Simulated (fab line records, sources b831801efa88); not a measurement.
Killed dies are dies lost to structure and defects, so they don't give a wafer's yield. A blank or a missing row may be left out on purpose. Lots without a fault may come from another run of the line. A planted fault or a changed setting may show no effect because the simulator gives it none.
fab line records | flow gf180mcu
record lots=24 wafers=72 last_day=34
route steps=602 shown VT_IMPLANT@133 POLY_GATE@170 HV_LDD@199 PSD@256
lots that met no fault: from a run of the same line without faults
start_h: hours from the record's first day to the start of the lot's first wafer shown | wait_h: hours since the lot's step before | " the same as in the row above | L1.1+2: a row that stands for several wafers | - no value, or no start given | * or withheld: withheld | < > ~ a bound
route shown NAME@n: a module of which the file shows steps, and the number in the route of the first | usual: mean/standard deviation of fault-free wafers | same: alike in all rows | chamber/n: place in a boat | sites: the reading at each site | _std_site: their standard deviation | _edge_site: outer sites' mean less inner sites' | radius_mm: how far each site lies from the wafer's centre | mask NAME#n: copy n | behind: the tool/chamber that last shaped the wafer | hold: why the lot was held/for how many hours/how that ended | device: the transistor (n, p or np) that didn't switch | end of line: the same wafers' tests at the end of the route | a step without rows: its recipe alone | killed: dies lost to structure and defects at the first sort, not the wafer's yield | map: a wafer's dies, x killed, . not, _ none there
set.NAME: the setting as run; set.NAME@STEP: as run at that earlier step | model.NAME: the simulator's own value behind a step, which no gauge read
steps of the route over a sample of lots; a table a step, a row a wafer
services: from which hour (start_h, from the record's first day; less than 0 if before it) a tool's chamber was out of use, for how many hours, and why
## steps
# step GF_VT_IMPLANT_TW_MEAS_43
# usual VT_IMPLANT_4_TW=691/7.4
# columns lot.wafer tool chamber start_h wait_h VT_IMPLANT_4_TW
L074.1 film_metro-04 - 159.34 0.1 698
L074.5 " - " " 700
L074.6 " - " " 693
L075.1 film_metro-04 - 164.06 0.1 696
L075.3 " - " " 696
L075.5 " - " " 700
L076.1 film_metro-04 - 169.74 0.1 697
L076.2 " - " " 698
L076.6 " - " " 698
L077.1 film_metro-03 - 177.91 0.1 684
L077.2 " - " " 685
L077.4 " - " " 682
L078.2 film_metro-04 - 183.40 0.1 696
L078.5 " - " " 693
L078.6 " - " " 694
L079.1 film_metro-03 - 191.19 0.1 683
L079.4 " - " " 687
L079.6 " - " " 686
L080.2 film_metro-02 - 196.75 0.1 693
L080.5 " - " " 692
L080.6 " - " " 696
L081.1 film_metro-03 - 203.59 0.1 684
L081.3 " - " " 683
L081.4 " - " " 686
L082.1 film_metro-03 - 210.01 0.1 684
L082.3 " - " " 679
L082.4 " - " " 683
L083.4 film_metro-02 - 220.07 0.1 695
L083.5 " - " " 697
L083.6 " - " " 693
L084.1 film_metro-03 - 226.36 0.1 687
L084.4 " - " " 683
L084.5 " - " " 685
L085.1 film_metro-02 - 232.54 0.1 693
L085.2 " - " " 694
L085.5 " - " " 696
L086.4 film_metro-04 - 237.62 0.1 705
L086.5 " - " " 701
L086.6 " - " " 705
L087.1 film_metro-04 - 245.81 0.1 697
L087.3 " - " " 698
L087.4 " - " " 697
L088.1 film_metro-03 - 251.39 0.1 686
L088.3 " - " " 686
L088.4 " - " " 680
L089.1 film_metro-03 - 256.74 0.1 687
L089.3 " - " " 686
L089.4 " - " " 685
L090.4 film_metro-04 - 262.19 0.1 697
L090.5 " - " " 702
L090.6 " - " " 699
L091.1 film_metro-03 - 272.69 0.1 679
L091.3 " - " " 679
L091.5 " - " " 683
L092.2 film_metro-04 - 277.20 0.1 703
L092.3 " - " " 699
L092.5 " - " " 702
L093.1 film_metro-03 - 284.24 0.1 686
L093.2 " - " " 685
L093.6 " - " " 683
L094.1 film_metro-02 - 289.14 0.1 694
L094.2 " - " " 694
L094.4 " - " " 694
L095.1 film_metro-03 - 300.06 0.1 684
L095.2 " - " " 683
L095.3 " - " " 681
L096.2 film_metro-03 - 305.87 0.1 683
L096.3 " - " " 687
L096.6 " - " " 682
L097.1 film_metro-04 - 316.16 0.1 706
L097.2 " - " " 701
L097.3 " - " " 704
# step GF_POLY_GATE_ETCH_13
# recipe target=poly-Si target_depth_nm=198.5 stop_on=SiO2 over_etch_frac=0.403 chemistry=HBr/Cl2 icp_w=400 bias_w=100 pressure_mtorr=10 HBr_flow_sccm=150 Cl2_flow_sccm=50 time_s=69.6
# usual drypump_motor_current_A=5.5/0.45 oes_product_au=0.996/0.0087 throttle_valve_pct=33.685/0.0088
# same over_etch_frac=0.403
# columns lot.wafer tool chamber start_h wait_h drypump_motor_current_A oes_product_au rf_hours_counter_h throttle_valve_pct
L074.1 rie_si-02 0 200.01 - 4.7 0.997 36 33.686
L074.5 " 3 " " 5.8 0.992 - 33.683
L074.6 " 1 " " 6.0 0.994 - 33.681
L075.1 rie_si-01 1 204.46 - 6.0 0.991 93 33.685
L075.3 " 3 " " 5.0 0.999 14 33.696
L075.5 " 0 " " 5.8 1.000 - 33.687
L076.1 rie_si-01 3 210.81 - 5.0 0.990 14 33.677
L076.2 " 0 " " 5.8 1.000 0 33.687
L076.6 " 1 " " 6.0 0.982 - 33.692
L077.1 rie_si-01 2 218.30 - 5.4 1.010 1 33.682
L077.2 " 1 " " 6.0 1.002 93 33.679
L077.4 " 0 " " 5.8 0.995 0 33.691
L078.2 rie_si-01 0 224.26 - 5.9 1.012 0 33.703
L078.5 " 1 " " 6.0 1.000 - 33.695
L078.6 " 2 " " 5.4 0.993 - 33.682
L079.1 rie_si-02 1 233.86 - 6.0 0.992 1 33.691
L079.4 " 3 " " 5.8 0.980 3 33.674
L079.6 " 1 " " 6.0 0.996 - 33.685
L080.2 rie_si-02 1 237.86 - 6.0 0.993 2 33.693
L080.5 " 1 " " 6.0 0.996 - 33.685
L080.6 " 2 " " 5.6 0.990 - 33.683
L081.1 rie_si-02 1 245.36 - 6.0 0.997 2 33.675
L081.3 " 0 " " 4.7 1.008 36 33.679
L081.4 " 2 " " 5.6 0.996 0 33.689
L082.1 rie_si-01 1 252.26 - 6.0 0.987 93 33.697
L082.3 " 2 " " 5.4 1.000 1 33.684
L082.4 " 0 " " 5.8 1.016 1 33.680
L083.4 rie_si-02 2 264.05 - 5.6 1.000 1 33.687
L083.5 " 0 " " 4.7 1.004 - 33.703
L083.6 " 1 " " 6.0 1.004 - 33.681
L084.1 rie_si-02 2 270.85 - 5.6 0.992 1 33.696
L084.4 " 0 " " 4.7 0.999 37 33.690
L084.5 " 3 " " 5.9 0.988 - 33.699
L085.1 rie_si-02 2 276.46 - 5.6 1.001 1 33.692
L085.2 " 0 " " 4.7 0.998 37 33.679
L085.5 " 3 " " 5.9 0.979 - 33.681
L086.4 rie_si-02 0 281.77 - 4.7 0.996 37 33.699
L086.5 " 2 " " 5.7 1.002 - 33.696
L086.6 " 1 " " 6.0 1.004 - 33.680
L087.1 rie_si-01 0 289.41 - 5.8 0.996 1 33.688
L087.3 " 1 " " 6.0 1.004 93 33.675
L087.4 " 2 " " 5.4 1.002 2 33.675
L088.1 rie_si-01 0 295.86 - 5.9 1.015 1 33.660
L088.3 " 3 " " 5.0 1.002 15 33.685
L088.4 " 1 " " 6.0 1.014 93 33.668
L089.1 rie_si-01 0 300.86 - 5.8 1.017 1 33.682
L089.3 " 3 " " 5.0 0.999 15 33.683
L089.4 " 1 " " 6.0 1.008 94 33.686
L090.4 rie_si-01 1 307.00 - 6.0 0.979 94 33.696
L090.5 " 1 " " 6.0 0.992 - 33.677
L090.6 " 0 " " 5.8 0.994 - 33.687
L091.1 rie_si-01 3 320.25 - 5.0 0.994 15 33.670
L091.3 " 2 " " 5.4 0.995 2 33.681
L091.5 " 3 " " 5.0 0.986 - 33.680
L092.2 rie_si-02 0 322.81 - 4.7 0.992 37 33.674
L092.3 " 1 " " 6.0 0.993 2 33.690
L092.5 " 3 " " 5.9 0.977 - 33.677
L093.1 rie_si-01 2 334.61 - 5.4 1.007 2 33.688
L093.2 " 0 " " 5.8 1.005 1 33.667
L093.6 " 0 " " 5.8 1.010 - 33.681
L094.1 rie_si-01 0 339.05 - 5.9 0.994 1 33.700
L094.2 " 3 " " 5.0 0.989 15 33.672
L094.4 " 2 " " 5.4 0.991 - 33.697
L095.1 rie_si-02 1 347.41 - 6.0 0.979 3 33.694
L095.2 " 3 " " 5.8 0.968 4 33.676
L095.3 " 2 " " 5.6 0.984 1 33.675
L096.2 rie_si-02 3 353.65 - 5.9 0.976 4 33.671
L096.3 " 0 " " 4.7 0.993 37 33.686
L096.6 " 0 " " 4.7 0.993 - 33.678
L097.1 rie_si-02 3 366.25 - 5.8 0.990 4 33.677
L097.2 " 1 " " 6.0 0.994 3 33.680
L097.3 " 2 " " 5.6 0.994 2 33.696
# step GF_HV_LDD_TW_MEAS_23
# usual HV_LDD_2_TW=1060/9.3
# columns lot.wafer tool chamber start_h wait_h HV_LDD_2_TW
L074.1 film_metro-01 - 238.73 0.1 1073
L074.5 " - " " 1062
L074.6 " - " " 1069
L075.1 film_metro-01 - 243.45 0.1 1070
L075.3 " - " " 1058
L075.5 " - " " 1064
L076.1 film_metro-01 - 249.30 0.1 1066
L076.2 " - " " 1069
L076.6 " - " " 1064
L077.1 film_metro-02 - 256.76 0.1 1055
L077.2 " - " " 1062
L077.4 " - " " 1059
L078.2 film_metro-01 - 265.21 0.1 1065
L078.5 " - " " 1063
L078.6 " - " " 1061
L079.1 film_metro-03 - 273.58 0.1 1037
L079.4 " - " " 1048
L079.6 " - " " 1042
L080.2 film_metro-01 - 277.64 0.1 1062
L080.5 " - " " 1068
L080.6 " - " " 1060
L081.1 film_metro-01 - 285.81 0.1 1063
L081.3 " - " " 1064
L081.4 " - " " 1064
L082.1 film_metro-02 - 294.46 0.1 1063
L082.3 " - " " 1061
L082.4 " - " " 1066
L083.4 film_metro-02 - 305.93 0.1 1061
L083.5 " - " " 1057
L083.6 " - " " 1069
L084.1 film_metro-01 - 312.03 0.1 1063
L084.4 " - " " 1072
L084.5 " - " " 1070
L085.1 film_metro-01 - 319.13 0.1 1068
L085.2 " - " " 1067
L085.5 " - " " 1060
L086.4 film_metro-03 - 324.48 0.1 1044
L086.5 " - " " 1043
L086.6 " - " " 1048
L087.1 film_metro-03 - 331.90 0.1 1050
L087.3 " - " " 1046
L087.4 " - " " 1038
L088.1 film_metro-02 - 338.53 0.1 1058
L088.3 " - " " 1059
L088.4 " - " " 1060
L089.1 film_metro-03 - 345.71 0.1 1055
L089.3 " - " " 1054
L089.4 " - " " 1054
L090.4 film_metro-02 - 353.24 0.1 1055
L090.5 " - " " 1060
L090.6 " - " " 1060
L091.1 film_metro-03 - 366.66 0.1 1046
L091.3 " - " " 1050
L091.5 " - " " 1049
L092.2 film_metro-02 - 369.22 0.1 1058
L092.3 " - " " 1065
L092.5 " - " " 1067
L093.1 film_metro-03 - 381.10 0.1 1044
L093.2 " - " " 1046
L093.6 " - " " 1039
L094.1 film_metro-03 - 385.93 0.1 1054
L094.2 " - " " 1056
L094.4 " - " " 1052
L095.1 film_metro-01 - 394.03 0.1 1072
L095.2 " - " " 1078
L095.3 " - " " 1079
L096.2 film_metro-01 - 400.40 0.1 1076
L096.3 " - " " 1075
L096.6 " - " " 1073
L097.1 film_metro-03 - 413.88 0.1 1052
L097.2 " - " " 1054
L097.3 " - " " 1050
# step GF_HV_LDD_OVL_MEAS_47
# usual HV_LDD_03_OVL=0.0/1.4
# columns lot.wafer tool chamber start_h wait_h HV_LDD_03_OVL[nm]
L074.1 overlay-02 - 277.01 0.1 2.9
L074.5 " - " " 0.9
L074.6 " - " " 3.6
L075.1 overlay-02 - 280.72 0.1 0.9
L075.3 " - " " 0.5
L075.5 " - " " 1.4
L076.1 overlay-02 - 288.07 0.1 1.2
L076.2 " - " " 0.7
L076.6 " - " " 2.3
L077.1 overlay-02 - 297.39 0.1 0.4
L077.2 " - " " -2.3
L077.4 " - " " -1.3
L078.2 overlay-02 - 305.92 0.1 -0.9
L078.5 " - " " 0.1
L078.6 " - " " -0.5
L079.1 overlay-02 - 313.86 0.1 1.1
L079.4 " - " " 1.4
L079.6 " - " " 1.2
L080.2 overlay-01 - 318.58 0.1 1.6
L080.5 " - " " 0.6
L080.6 " - " " 0.4
L081.1 overlay-01 - 327.11 0.1 1.9
L081.3 " - " " 1.1
L081.4 " - " " 1.3
L082.1 overlay-01 - 336.57 0.1 -2.2
L082.3 " - " " 0.8
L082.4 " - " " -0.1
L083.4 overlay-02 - 348.41 0.1 0.7
L083.5 " - " " 0.8
L083.6 " - " " 1.5
L084.1 overlay-02 - 353.94 0.1 0.5
L084.4 " - " " -0.3
L084.5 " - " " 0.1
L085.1 overlay-01 - 362.91 0.1 -0.8
L085.2 " - " " -1.3
L085.5 " - " " -0.7
L086.4 overlay-01 - 368.29 0.1 0.6
L086.5 " - " " 1.6
L086.6 " - " " -0.1
L087.1 overlay-01 - 376.27 0.1 0.7
L087.3 " - " " 1.7
L087.4 " - " " 1.5
L088.1 overlay-01 - 383.36 0.1 0.5
L088.3 " - " " -1.2
L088.4 " - " " -1.0
L089.1 overlay-01 - 391.11 0.1 -0.5
L089.3 " - " " -0.9
L089.4 " - " " -1.1
L090.4 overlay-01 - 399.26 0.1 1.7
L090.5 " - " " 1.1
L090.6 " - " " 1.9
L091.1 overlay-01 - 413.11 0.1 -1.4
L091.3 " - " " -1.0
L091.5 " - " " -0.2
L092.2 overlay-01 - 415.61 0.1 -4.1
L092.3 " - " " -4.4
L092.5 " - " " -2.7
L093.1 overlay-02 - 428.62 0.1 1.1
L093.2 " - " " -0.6
L093.6 " - " " -1.1
L094.1 overlay-02 - 434.07 0.1 -0.6
L094.2 " - " " -2.7
L094.4 " - " " -1.1
L095.1 overlay-02 - 442.47 0.1 1.6
L095.2 " - " " -0.8
L095.3 " - " " -0.9
L096.2 overlay-02 - 448.61 0.1 -1.1
L096.3 " - " " -0.3
L096.6 " - " " -1.4
L097.1 overlay-01 - 462.86 0.1 -1.0
L097.2 " - " " -1.2
L097.3 " - " " -1.3
# step GF_HV_LDD_THK_MEAS_57
# recipe reads=Si3N4_of_HV_LDD_CVD_56
# usual HV_LDD_CVD_56_THK=89.8/0.96
# columns lot.wafer tool chamber start_h wait_h HV_LDD_CVD_56_THK[nm]
L074.1 film_metro-03 - 280.11 0.0 89.3
L074.5 " - " " 89.7
L074.6 " - " " 89.5
L075.1 film_metro-01 - 283.81 0.0 90.9
L075.3 " - " " 91.0
L075.5 " - " " 91.0
L076.1 film_metro-01 - 291.16 0.0 91.4
L076.2 " - " " 91.4
L076.6 " - " " 91.9
L077.1 film_metro-02 - 302.84 0.0 90.1
L077.2 " - " " 89.6
L077.4 " - " " 90.0
L078.2 film_metro-02 - 309.01 0.0 89.4
L078.5 " - " " 89.3
L078.6 " - " " 89.3
L079.1 film_metro-01 - 316.95 0.0 89.7
L079.4 " - " " 90.6
L079.6 " - " " 89.6
L080.2 film_metro-03 - 321.67 0.0 89.4
L080.5 " - " " 89.6
L080.6 " - " " 89.5
L081.1 film_metro-03 - 330.20 0.0 90.6
L081.3 " - " " 91.1
L081.4 " - " " 90.9
L082.1 film_metro-01 - 339.67 0.0 89.2
L082.3 " - " " 89.2
L082.4 " - " " 89.2
L083.4 film_metro-03 - 352.43 0.0 91.1
L083.5 " - " " 91.6
L083.6 " - " " 91.8
L084.1 film_metro-03 - 357.03 0.0 89.2
L084.4 " - " " 89.1
L084.5 " - " " 89.9
L085.1 film_metro-01 - 368.25 0.0 89.0
L085.2 " - " " 87.8
L085.5 " - " " 88.8
L086.4 film_metro-01 - 371.41 0.1 90.1
L086.5 " - " " 90.0
L086.6 " - " " 89.6
L087.1 film_metro-02 - 380.77 0.0 89.0
L087.3 " - " " 89.2
L087.4 " - " " 89.3
L088.1 film_metro-02 - 386.46 0.0 91.5
L088.3 " - " " 91.5
L088.4 " - " " 91.2
L089.1 film_metro-03 - 394.20 0.0 89.7
L089.3 " - " " 89.4
L089.4 " - " " 89.3
L090.4 film_metro-02 - 402.36 0.0 88.3
L090.5 " - " " 88.8
L090.6 " - " " 89.2
L091.1 film_metro-03 - 416.71 0.0 90.6
L091.3 " - " " 89.6
L091.5 " - " " 89.7
L092.2 film_metro-02 - 419.22 0.0 88.6
L092.3 " - " " 88.0
L092.5 " - " " 87.9
L093.1 film_metro-03 - 431.94 0.0 89.1
L093.2 " - " " 89.5
L093.6 " - " " 88.7
L094.1 film_metro-02 - 437.16 0.0 88.6
L094.2 " - " " 88.6
L094.4 " - " " 89.5
L095.1 film_metro-02 - 446.07 0.0 90.1
L095.2 " - " " 89.8
L095.3 " - " " 90.4
L096.2 film_metro-02 - 451.71 0.0 90.6
L096.3 " - " " 90.5
L096.6 " - " " 90.1
L097.1 film_metro-03 - 465.95 0.0 89.7
L097.2 " - " " 90.0
L097.3 " - " " 89.4
# step GF_PSD_OVL_MEAS_08
# usual PSD_OVL=0.4/1.3
# columns lot.wafer tool chamber start_h wait_h PSD_OVL[nm]
L074.1 overlay-01 - 320.44 0.1 1.5
L074.5 " - " " 2.7
L074.6 " - " " 2.2
L075.1 overlay-01 - 325.06 0.1 1.4
L075.3 " - " " -0.2
L075.5 " - " " -0.8
L076.1 overlay-02 - 331.91 0.1 -0.2
L076.2 " - " " 1.2
L076.6 " - " " 3.1
L077.1 overlay-01 - 344.74 0.1 2.2
L077.2 " - " " 1.9
L077.4 " - " " 3.2
L078.2 overlay-01 - 350.22 0.1 -1.1
L078.5 " - " " -1.7
L078.6 " - " " 1.0
L079.1 overlay-02 - 358.99 0.1 0.6
L079.4 " - " " 1.2
L079.6 " - " " 2.5
L080.2 overlay-01 - 365.05 0.1 -1.1
L080.5 " - " " -1.8
L080.6 " - " " -2.3
L081.1 overlay-01 - 373.97 0.1 -2.2
L081.3 " - " " -1.8
L081.4 " - " " -2.1
L082.1 overlay-01 - 384.56 0.1 -0.3
L082.3 " - " " -0.5
L082.4 " - " " -0.8
L083.4 overlay-02 - 397.73 0.1 1.2
L083.5 " - " " 0.4
L083.6 " - " " -0.1
L084.1 overlay-01 - 402.84 0.1 -0.4
L084.4 " - " " -0.2
L084.5 " - " " 0.1
L085.1 overlay-02 - 414.07 0.1 0.4
L085.2 " - " " 0.6
L085.5 " - " " 2.2
L086.4 overlay-02 - 418.66 0.1 0.2
L086.5 " - " " 1.3
L086.6 " - " " -0.8
L087.1 overlay-02 - 428.41 0.1 -0.4
L087.3 " - " " -0.2
L087.4 " - " " 1.3
L088.1 overlay-01 - 433.91 0.1 0.5
L088.3 " - " " -0.6
L088.4 " - " " -0.2
L089.1 overlay-01 - 441.87 0.1 0.6
L089.3 " - " " 1.0
L089.4 " - " " 2.5
L090.4 overlay-01 - 450.33 0.1 -0.3
L090.5 " - " " 0.1
L090.6 " - " " -0.7
L091.1 overlay-02 - 465.27 0.1 2.0
L091.3 " - " " 0.6
L091.5 " - " " 1.5
L092.2 overlay-01 - 468.43 0.1 0.1
L092.3 " - " " -0.4
L092.5 " - " " -0.6
L093.1 overlay-01 - 480.91 0.1 0.5
L093.2 " - " " 1.0
L093.6 " - " " 0.7
L094.1 overlay-01 - 486.02 0.1 1.8
L094.2 " - " " 1.9
L094.4 " - " " -1.1
L095.1 overlay-02 - 494.84 0.1 -0.3
L095.2 " - " " -0.5
L095.3 " - " " -1.8
L096.2 overlay-02 - 500.58 0.1 1.7
L096.3 " - " " 0.6
L096.6 " - " " 2.5
L097.1 overlay-02 - 513.51 0.1 -0.1
L097.2 " - " " 1.9
L097.3 " - " " 1.9
## services
# columns tool chamber start_h hours kind
rie_si-01 0 183.98 - clean
rie_si-01 0 183.98 14.4 scheduled_down
rie_si-01 0 183.98 14.4 vent_cycle
rie_si-02 2 191.51 - clean
rie_si-02 2 191.51 19.8 scheduled_down
rie_si-02 2 191.51 19.8 vent_cycle
rie_si-01 - 192.67 2.8 pm
rie_si-01 - 213.07 0.7 repair
rie_si-02 - 217.90 2.8 pm
rie_si-02 3 325.27 2.5 repair
rie_si-01 1 333.76 - clean
rie_si-01 1 333.76 17.8 scheduled_down
rie_si-01 1 333.76 17.8 vent_cycle
## key
fault none
